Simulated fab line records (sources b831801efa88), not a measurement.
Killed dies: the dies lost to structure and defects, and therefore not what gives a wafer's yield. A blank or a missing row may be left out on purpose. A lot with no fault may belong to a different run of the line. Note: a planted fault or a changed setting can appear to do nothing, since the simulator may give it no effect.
fab line records + flow sfqLine
[record]
- lots = 14
- wafers = 42
- lastDay = 97
route steps=325 shown M3@131 M4@161 I4@166
lots that met no fault: from a run of the same line without faults
startH: hours from the record's opening day to when the first of the lot's shown wafers began + waitH: hours from the lot's prior step to this one + " unchanged from the row above + L1.1+2: a single row standing in for several wafers + - no value, or no start given + * or withheld: withheld + < > ~ a bound
route shown NAME@n: NAME is a module with steps in the file, n the number in the route of the first one + usual: mean/standard deviation taken from wafers without a fault + same: alike in all rows + chamber/n: place in a boat + sites: each site's reading + _std_site: standard deviation across them + _edge_site: outer sites' mean less inner sites' + radiusMm: how far each site lies from the wafer's centre + mask NAME#n: copy n + behind: the tool/chamber that last shaped the wafer + hold: the reason the lot was held/the length of the hold in hours/how it ended + device: transistor that didn't switch, given as n, p or np + end of line: at the end of the route, the tests of the same wafers + where a step has no rows: the recipe by itself + killed: at the first sort, the dies lost to defects and structure; wafer yield is something else + map: the dies of a wafer, with x for killed, . for not killed, _ for no die there
set.NAME: the setting as run; set.NAME@STEP: as run at that earlier step + model.NAME: the simulator's own value behind a step, which no gauge read
route steps across a sampled set of lots; one table per step, one row per wafer
services: a tool's chamber out of use, with start hour (startH, from the record's first day; less than 0 if before it), hours out, and reason
[[steps]]
[step SFQ_TRILAYER_M3_STRIP_STRIP_079]
[recipe]
- gas = O2
- powerW = 200
- platenTempC = 40
- overashFraction = 0.65
- chemistry = O2
- pressureMtorr = 50
[usual]
- drypumpMotorCurrentA = 5.6/0.44
- oesProductAu = 0.999/0.008
| lot.wafer | tool        | chamber | startH  | waitH | drypumpMotorCurrentA | oesProductAu | rfHoursCounterH |
|-----------|-------------|---------|---------|-------|----------------------|--------------|-----------------|
| L138.1    | rieMetal-03 | 0       | 1093.83 | 0.1   | 5.5                  | 1.008        | 61              |
| L138.2    | "           | 1       | "       | "     | 4.8                  | 0.998        | 121             |
| L138.5    | "           | 1       | "       | "     | 4.9                  | 1.006        | -               |
| L143.1    | rieMetal-04 | 1       | 1152.32 | 0.1   | 6.2                  | 1.009        | 100             |
| L143.4    | "           | 1       | "       | "     | 6.2                  | 1.002        | -               |
| L143.5    | "           | 0       | "       | "     | 5.5                  | 1.003        | -               |
| L144.1    | rieMetal-01 | 1       | 1161.92 | 0.1   | 5.3                  | 0.987        | 119             |
| L144.3    | "           | 1       | "       | "     | 5.4                  | 0.987        | -               |
| L144.6    | "           | 0       | "       | "     | 5.9                  | 1.003        | -               |
| L145.3    | rieMetal-01 | 0       | 1182.64 | 0.2   | 5.9                  | 1.006        | -               |
| L145.4    | "           | 1       | "       | "     | 5.4                  | 0.984        | -               |
| L145.6    | "           | 0       | "       | "     | 5.9                  | 1.000        | -               |
| L148.3    | rieMetal-03 | 0       | 1205.57 | 0.2   | 5.5                  | 1.005        | -               |
| L148.5    | "           | 1       | "       | "     | 4.9                  | 0.997        | -               |
| L148.6    | "           | 0       | "       | "     | 5.5                  | 1.007        | -               |
| L149.3    | rieMetal-04 | 0       | 1217.57 | 0.2   | 5.6                  | 1.004        | -               |
| L149.4    | "           | 1       | "       | "     | 6.2                  | 1.009        | -               |
| L149.5    | "           | 0       | "       | "     | 5.6                  | 1.008        | -               |
| L150.1    | rieMetal-03 | 1       | 1222.17 | 0.1   | 4.8                  | 0.997        | 7               |
| L150.2    | "           | 0       | "       | "     | 5.6                  | 1.015        | 80              |
| L150.4    | "           | 1       | "       | "     | 4.8                  | 1.000        | -               |
| L154.3    | rieMetal-04 | 0       | 1274.02 | 0.2   | 5.6                  | 1.001        | -               |
| L154.5    | "           | 1       | "       | "     | 6.2                  | 1.000        | -               |
| L154.6    | "           | 0       | "       | "     | 5.5                  | 1.006        | -               |
| L156.1    | rieMetal-01 | 0       | 1278.62 | 0.1   | 5.9                  | 0.989        | 30              |
| L156.3    | "           | 1       | "       | "     | 5.4                  | 0.992        | -               |
| L156.4    | "           | 0       | "       | "     | 5.9                  | 0.990        | -               |
| L157.2    | rieMetal-03 | 0       | 1283.42 | 0.1   | 5.5                  | 1.003        | 88              |
| L157.5    | "           | 1       | "       | "     | 4.8                  | 0.991        | -               |
| L157.6    | "           | 0       | "       | "     | 5.5                  | 0.998        | -               |
| L158.3    | rieMetal-01 | 1       | 1285.06 | 0.2   | 5.4                  | 0.985        | -               |
| L158.4    | "           | 0       | "       | "     | 5.9                  | 0.989        | -               |
| L158.5    | "           | 1       | "       | "     | 5.4                  | 0.987        | -               |
| L159.2    | rieMetal-03 | 0       | 1296.87 | 0.1   | 5.5                  | 1.010        | 90              |
| L159.3    | "           | 0       | "       | "     | 5.5                  | 0.993        | -               |
| L159.4    | "           | 1       | "       | "     | 4.8                  | 0.989        | -               |
| L160.1    | rieMetal-01 | 1       | 1309.07 | 0.1   | 5.3                  | 0.998        | 10              |
| L160.5    | "           | 1       | "       | "     | 5.3                  | 0.998        | -               |
| L160.6    | "           | 0       | "       | "     | 5.9                  | 1.019        | -               |
| L161.1    | rieMetal-03 | 1       | 1314.65 | 0.1   | 4.9                  | 0.991        | 19              |
| L161.4    | "           | 1       | "       | "     | 4.8                  | 0.996        | -               |
| L161.6    | "           | 1       | "       | "     | 4.8                  | 0.989        | -               |
[step SFQ_TRILAYER_M4_STRIP_STRIP_097]
[recipe]
- gas = O2
- powerW = 200
- platenTempC = 40
- overashFraction = 0.65
- chemistry = O2
- pressureMtorr = 50
[usual]
- drypumpMotorCurrentA = 5.6/0.53
- oesProductAu = 0.999/0.0086
| lot.wafer | tool        | chamber | startH  | waitH | drypumpMotorCurrentA | oesProductAu | rfHoursCounterH |
|-----------|-------------|---------|---------|-------|----------------------|--------------|-----------------|
| L138.1    | rieMetal-02 | 0       | 1252.29 | 0.1   | 6.0                  | 1.004        | 32              |
| L138.2    | "           | 1       | "       | "     | 6.3                  | 1.003        | 9               |
| L138.5    | "           | 0       | "       | "     | 6.0                  | 0.995        | -               |
| L143.1    | rieMetal-04 | 1       | 1308.74 | 0.1   | 6.2                  | 1.006        | 120             |
| L143.4    | "           | 0       | "       | "     | 5.5                  | 1.014        | -               |
| L143.5    | "           | 1       | "       | "     | 6.2                  | 1.008        | -               |
| L144.1    | rieMetal-03 | 1       | 1310.27 | 0.1   | 4.8                  | 0.985        | 18              |
| L144.3    | "           | 1       | "       | "     | 4.9                  | 0.996        | -               |
| L144.6    | "           | 1       | "       | "     | 4.8                  | 0.999        | -               |
| L145.3    | rieMetal-03 | 0       | 1341.53 | 0.2   | 5.6                  | 1.001        | -               |
| L145.4    | "           | 1       | "       | "     | 4.9                  | 0.993        | -               |
| L145.6    | "           | 1       | "       | "     | 4.8                  | 0.988        | -               |
| L148.3    | rieMetal-04 | 0       | 1362.18 | 0.5   | 5.6                  | 0.998        | -               |
| L148.5    | "           | 0       | "       | "     | 5.6                  | 0.997        | -               |
| L148.6    | "           | 0       | "       | "     | 5.6                  | 1.002        | -               |
| L149.3    | rieMetal-02 | 1       | 1372.58 | 0.2   | 6.3                  | 0.999        | -               |
| L149.4    | "           | 0       | "       | "     | 6.0                  | 1.004        | -               |
| L149.5    | "           | 1       | "       | "     | 6.3                  | 1.007        | -               |
| L150.1    | rieMetal-03 | 0       | 1378.77 | 0.1   | 5.5                  | 0.989        | 101             |
| L150.2    | "           | 1       | "       | "     | 4.8                  | 0.977        | 27              |
| L150.4    | "           | 0       | "       | "     | 5.5                  | 0.997        | -               |
| L154.3    | rieMetal-04 | 0       | 1460.29 | 0.2   | 5.6                  | 1.006        | -               |
| L154.5    | "           | 0       | "       | "     | 5.6                  | 1.012        | -               |
| L154.6    | "           | 1       | "       | "     | 6.2                  | 0.998        | -               |
| L156.1    | rieMetal-04 | 1       | 1462.49 | 0.1   | 6.2                  | 1.002        | 9               |
| L156.3    | "           | 0       | "       | "     | 5.5                  | 1.009        | -               |
| L156.4    | "           | 1       | "       | "     | 6.2                  | 1.011        | -               |
| L157.2    | rieMetal-04 | 1       | 1464.89 | 0.1   | 6.2                  | 0.999        | 10              |
| L157.5    | "           | 0       | "       | "     | 5.6                  | 1.005        | -               |
| L157.6    | "           | 1       | "       | "     | 6.2                  | 1.000        | -               |
| L158.3    | rieMetal-03 | 0       | 1466.29 | 0.2   | 5.5                  | 1.010        | -               |
| L158.4    | "           | 1       | "       | "     | 4.9                  | 0.981        | -               |
| L158.5    | "           | 1       | "       | "     | 4.8                  | 0.992        | -               |
| L159.2    | rieMetal-02 | 0       | 1467.29 | 0.1   | 6.0                  | 0.990        | 60              |
| L159.3    | "           | 0       | "       | "     | 6.0                  | 0.987        | -               |
| L159.4    | "           | 1       | "       | "     | 6.3                  | 1.003        | -               |
| L160.1    | rieMetal-03 | 1       | 1469.88 | 0.2   | 4.8                  | 0.988        | 39              |
| L160.5    | "           | 1       | "       | "     | 4.8                  | 0.984        | -               |
| L160.6    | "           | 1       | "       | "     | 4.8                  | 0.988        | -               |
| L161.1    | rieMetal-03 | 1       | 1472.28 | 0.2   | 4.8                  | 0.994        | 40              |
| L161.4    | "           | 1       | "       | "     | 4.8                  | 1.006        | -               |
| L161.6    | "           | 1       | "       | "     | 4.9                  | 1.000        | -               |
[step SFQ_TRILAYER_I4_METRO_MEASURE_101]
[usual]
- thkNm = 200.5/0.98
| lot.wafer | tool         | chamber | startH  | waitH | thkNm |
|-----------|--------------|---------|---------|-------|-------|
| L138.1    | filmMetro-03 | -       | 1257.14 | 0.1   | 200.9 |
| L138.2    | "            | -       | "       | "     | 203.6 |
| L138.5    | "            | -       | "       | "     | 202.0 |
| L143.1    | filmMetro-03 | -       | 1312.71 | 0.1   | 199.4 |
| L143.4    | "            | -       | "       | "     | 200.4 |
| L143.5    | "            | -       | "       | "     | 200.1 |
| L144.1    | filmMetro-04 | -       | 1315.71 | 0.1   | 200.5 |
| L144.3    | "            | -       | "       | "     | 198.5 |
| L144.6    | "            | -       | "       | "     | 198.7 |
| L145.3    | filmMetro-03 | -       | 1349.05 | 0.5   | 200.0 |
| L145.4    | "            | -       | "       | "     | 200.2 |
| L145.6    | "            | -       | "       | "     | 199.5 |
| L148.3    | filmMetro-03 | -       | 1366.75 | 0.5   | 200.6 |
| L148.5    | "            | -       | "       | "     | 200.2 |
| L148.6    | "            | -       | "       | "     | 200.7 |
| L149.3    | filmMetro-02 | -       | 1376.75 | 0.5   | 200.6 |
| L149.4    | "            | -       | "       | "     | 201.3 |
| L149.5    | "            | -       | "       | "     | 201.5 |
| L150.1    | filmMetro-03 | -       | 1382.74 | 0.1   | 200.6 |
| L150.2    | "            | -       | "       | "     | 202.1 |
| L150.4    | "            | -       | "       | "     | 200.4 |
| L154.3    | filmMetro-04 | -       | 1466.26 | 0.5   | 200.6 |
| L154.5    | "            | -       | "       | "     | 199.1 |
| L154.6    | "            | -       | "       | "     | 200.3 |
| L156.1    | filmMetro-04 | -       | 1470.06 | 0.1   | 200.4 |
| L156.3    | "            | -       | "       | "     | 201.9 |
| L156.4    | "            | -       | "       | "     | 198.9 |
| L157.2    | filmMetro-02 | -       | 1473.26 | 0.3   | 201.0 |
| L157.5    | "            | -       | "       | "     | 201.8 |
| L157.6    | "            | -       | "       | "     | 201.8 |
| L158.3    | filmMetro-04 | -       | 1475.26 | 0.5   | 200.2 |
| L158.4    | "            | -       | "       | "     | 201.2 |
| L158.5    | "            | -       | "       | "     | 200.5 |
| L159.2    | filmMetro-02 | -       | 1476.26 | 0.3   | 199.8 |
| L159.3    | "            | -       | "       | "     | 201.0 |
| L159.4    | "            | -       | "       | "     | 201.4 |
| L160.1    | filmMetro-04 | -       | 1479.06 | 0.1   | 199.5 |
| L160.5    | "            | -       | "       | "     | 198.8 |
| L160.6    | "            | -       | "       | "     | 200.5 |
| L161.1    | filmMetro-04 | -       | 1482.06 | 0.1   | 201.5 |
| L161.4    | "            | -       | "       | "     | 200.9 |
| L161.6    | "            | -       | "       | "     | 201.4 |
[step SFQ_TRILAYER_I4_VIA_LITHO_DEVELOP_105]
[recipe]
- timeS = 60
- resist = KrF
[usual]
- chillPlateTempC = 23.00/0.099
- exhaustPa = 44.9/0.81
| lot.wafer | tool          | chamber | startH  | waitH | chillPlateTempC | exhaustPa |
|-----------|---------------|---------|---------|-------|-----------------|-----------|
| L138.1    | lithoTrack-01 | 0       | 1409.42 | 0.1   | 23.03           | 45.2      |
| L138.2    | "             | 0       | "       | "     | 22.85           | 43.7      |
| L138.5    | "             | 0       | "       | "     | 22.94           | 45.2      |
| L143.1    | lithoTrack-01 | 0       | 1457.01 | 0.1   | 23.01           | 45.0      |
| L143.4    | "             | 0       | "       | "     | 22.95           | 45.1      |
| L143.5    | "             | 0       | "       | "     | 22.75           | 44.0      |
| L144.1    | lithoTrack-02 | 0       | 1460.61 | 0.1   | 22.87           | 45.8      |
| L144.3    | "             | 0       | "       | "     | 22.86           | 45.3      |
| L144.6    | "             | 0       | "       | "     | 22.94           | 44.6      |
| L145.3    | lithoTrack-03 | 0       | 1494.03 | 0.1   | 22.98           | 46.1      |
| L145.4    | "             | 0       | "       | "     | 23.12           | 44.3      |
| L145.6    | "             | 0       | "       | "     | 23.22           | 45.4      |
| L148.3    | lithoTrack-01 | 0       | 1506.03 | 0.1   | 22.93           | 44.2      |
| L148.5    | "             | 0       | "       | "     | 22.94           | 44.2      |
| L148.6    | "             | 0       | "       | "     | 22.88           | 44.9      |
| L149.3    | lithoTrack-02 | -       | 1513.23 | 0.1   | -               | -         |
| L149.4    | "             | -       | "       | "     | -               | -         |
| L149.5    | "             | -       | "       | "     | -               | -         |
| L150.1    | lithoTrack-01 | -       | 1515.58 | 0.1   | -               | -         |
| L150.2    | "             | -       | "       | "     | -               | -         |
| L150.4    | "             | -       | "       | "     | -               | -         |
| L154.3    | lithoTrack-03 | 0       | 1577.28 | 0.1   | 23.08           | 44.3      |
| L154.5    | "             | 0       | "       | "     | 23.00           | 45.5      |
| L154.6    | "             | 0       | "       | "     | 23.08           | 44.2      |
| L156.1    | lithoTrack-01 | 0       | 1579.63 | 0.1   | 23.19           | 44.6      |
| L156.3    | "             | 0       | "       | "     | 23.18           | 43.6      |
| L156.4    | "             | 0       | "       | "     | 23.09           | 44.6      |
| L157.2    | lithoTrack-01 | 0       | 1580.85 | 0.1   | 22.96           | 45.1      |
| L157.5    | "             | 0       | "       | "     | 23.17           | 44.7      |
| L157.6    | "             | 0       | "       | "     | 22.96           | 45.2      |
| L158.3    | lithoTrack-01 | 0       | 1582.08 | 0.1   | 23.00           | 45.6      |
| L158.4    | "             | 0       | "       | "     | 22.89           | 45.4      |
| L158.5    | "             | 0       | "       | "     | 22.93           | 43.2      |
| L159.2    | lithoTrack-02 | 0       | 1583.25 | 0.1   | 23.17           | 45.1      |
| L159.3    | "             | 0       | "       | "     | 23.03           | 45.9      |
| L159.4    | "             | 0       | "       | "     | 23.14           | 45.4      |
| L160.1    | lithoTrack-02 | 0       | 1584.43 | 0.1   | 22.98           | 44.2      |
| L160.5    | "             | 0       | "       | "     | 23.05           | 44.6      |
| L160.6    | "             | 0       | "       | "     | 22.89           | 43.1      |
| L161.1    | lithoTrack-02 | 0       | 1585.63 | 0.1   | 23.01           | 44.3      |
| L161.4    | "             | 0       | "       | "     | 23.06           | 45.9      |
| L161.6    | "             | 0       | "       | "     | 23.22           | 44.6      |
[[services]]
| tool         | chamber | startH  | hours | kind   |
|--------------|---------|---------|-------|--------|
| rieMetal-01  | -       | 1071.12 | 0.8   | repair |
| filmMetro-04 | -       | 1092.88 | 3.7   | pm     |
| filmMetro-03 | -       | 1093.87 | 0.7   | pm     |
| filmMetro-03 | -       | 1108.60 | 1.9   | pm     |
| rieMetal-01  | 1       | 1138.92 | 8.7   | repair |
| filmMetro-04 | -       | 1148.43 | 1.8   | pm     |
| filmMetro-03 | -       | 1155.62 | 0.7   | pm     |
| rieMetal-01  | -       | 1163.17 | 0.1   | repair |
| rieMetal-03  | -       | 1176.46 | 2.8   | pm     |
| filmMetro-04 | -       | 1180.52 | 0.4   | pm     |
| rieMetal-01  | -       | 1189.04 | 1.4   | pm     |
| rieMetal-04  | 0       | 1195.77 | 11.2  | repair |
| rieMetal-03  | -       | 1200.11 | 1.3   | repair |
| filmMetro-04 | -       | 1271.01 | 2.2   | pm     |
| filmMetro-03 | -       | 1338.87 | 2.6   | pm     |
| filmMetro-03 | -       | 1353.60 | 1.1   | pm     |
| filmMetro-04 | -       | 1392.57 | 0.7   | pm     |
| rieMetal-04  | -       | 1393.88 | 1.0   | repair |
| filmMetro-03 | -       | 1400.62 | 0.3   | pm     |
| filmMetro-04 | -       | 1425.52 | 0.5   | pm     |
| rieMetal-01  | -       | 1464.02 | 0.3   | repair |
| rieMetal-03  | 0       | 1469.44 | 3.2   | repair |
| filmMetro-04 | -       | 1516.01 | 0.3   | pm     |
| rieMetal-01  | -       | 1583.79 | 0.5   | repair |
[[key]]
[firstSign]
- step = SFQ_TRILAYER_I4_VIA_LITHO_DEVELOP_105
- reading = toolRecord
- direction = missing
effect none on later readings
metAt SFQ_TRILAYER_I4_VIA_LITHO_DEVELOP_105
struckLots L149,L150
notActingAt SFQ_TRILAYER_M3_STRIP_STRIP_079,SFQ_TRILAYER_M4_STRIP_STRIP_097,SFQ_TRILAYER_I4_METRO_MEASURE_101
onsetBetween 1506.03 1513.23
[fault]
- kind = skippedStepWhole
- tool = lithoTrack-01,lithoTrack-02
- chamber = -
- onsetH = 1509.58
- steps = SFQ_TRILAYER_I4_VIA_LITHO_DEVELOP_105
- scope = struckLotsOnly
